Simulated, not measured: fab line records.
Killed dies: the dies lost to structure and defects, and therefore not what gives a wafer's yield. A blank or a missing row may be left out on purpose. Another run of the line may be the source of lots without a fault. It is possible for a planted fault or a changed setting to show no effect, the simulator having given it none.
Struck lot and sound lot, side by side + flow sky130 + 14 steps out of a route of 708
Sound: these wafers, L516.4, L516.5, L516.6. Wafers L510.4, L510.5, L510.6 were the ones struck. Last of all comes the cause.
Per side, at each step with rows, come the tool, then ch with its chambers, and then its first start. Under that, the readings that differ: sound wafers + struck wafers + difference of the means + sigmas: that difference in standard deviations of wafers without a fault.
alike: words and numbers the same on both sides, and readings whose means are apart by under 2 such deviations; not compared: readings that were withheld, readings missing a value for some wafer, numbers with overlapping values and no deviation given by the record, and bounds like >300 which may hide the same value.
Wherever a step has rows on one side only, a row that says differs or no value, or a row with sigmas, the two part there. Numbers that don't overlap but have no deviation are shown without sigmas and don't part them. Lack of a reading on every wafer of one side parts them only where that side has two or more wafers.

first, 2 steps without rows for these wafers: SKY_VIA3_CLEAN_18 (cleans in IPA, time 180 s); SKY_VIA3_CLEAN_19 (cleans in O3/DIW).
SKY_VIA3_SPUTTER_20: material TiN, target thk 20 nm, time 80 s.
  sound on pvd sputter-04, day 44 22:14; struck on pvd sputter-02, day 43 16:05
  alike: throttle valve pct
SKY_VIA3_CVD_21: deposits W, target thk 390 nm, time 117.31 s.
  sound on cvd w-02 ch 0,1, day 44 22:20; struck on cvd w-02 ch 0,1, day 43 16:11
  alike: chamber pressure Torr, heater power outer w, heater power w
SKY_VIA3_RS_MEAS_22: a four-point-probe measurement.
  sound on film metro-02, day 44 22:29; struck on film metro-04, day 43 16:20
  alike: VIA3_W_RS
SKY_VIA3_THK_MEAS_23: measures by xrf.
  sound on film metro-02, day 44 22:34; struck on film metro-04, day 43 16:25
  alike: VIA3_W_THK
then, 3 steps without rows for these wafers: SKY_VIA3_CMP_24 (polishes, stops on SiO2, t overpolish 20 s, target thk 0 nm); SKY_METAL4_SPUTTER_00 (material Ti, target thk 15 nm, time 10 s); SKY_METAL4_SPUTTER_01 (material TiN, target thk 20 nm, time 16.7 s).
SKY_METAL4_SPUTTER_02: material AlCu, target thk 735 nm, time 39.1 s.
  sound on pvd sputter-04, day 44 22:56; struck on pvd sputter-03, day 43 16:48
  alike: throttle valve pct
SKY_METAL4_SPUTTER_03: material Ti, target thk 5 nm, time 3.3 s.
  sound on pvd sputter-04, day 44 22:59; struck on pvd sputter-03, day 43 16:50
  alike: throttle valve pct
then, 1 step without rows for these wafers: SKY_METAL4_SPUTTER_04 (material TiN, target thk 70 nm, time 58.3 s).
SKY_CAP2M_CVD_00: deposits SiO2, target thk 15.5 nm.
  sound on pecvd-01 ch 0,1,2, day 44 23:04; struck on pecvd-03 ch 0,1,2, day 43 16:55
  no value came back on the struck wafers for heater power outer w (W), heater power w (W); on the sound wafers heater power outer w (W) reads 465 364 417
SKY_CAP2M_SPUTTER_02: material TiN, target thk 200 nm, time 166.7 s.
  sound on pvd sputter-01, day 44 23:08; struck on pvd sputter-01, day 43 16:59
  alike: throttle valve pct

## WHERE THEY PART
Within this record, at SKY_CAP2M_CVD_00 only. Later steps at which nothing parts them and some readings are alike: SKY_CAP2M_SPUTTER_02.

WHY: whatever the simulator had introduced
Skipped step whole: pecvd-03, from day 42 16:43 on, at SKY_CAP2M_CVD_00. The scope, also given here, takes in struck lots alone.
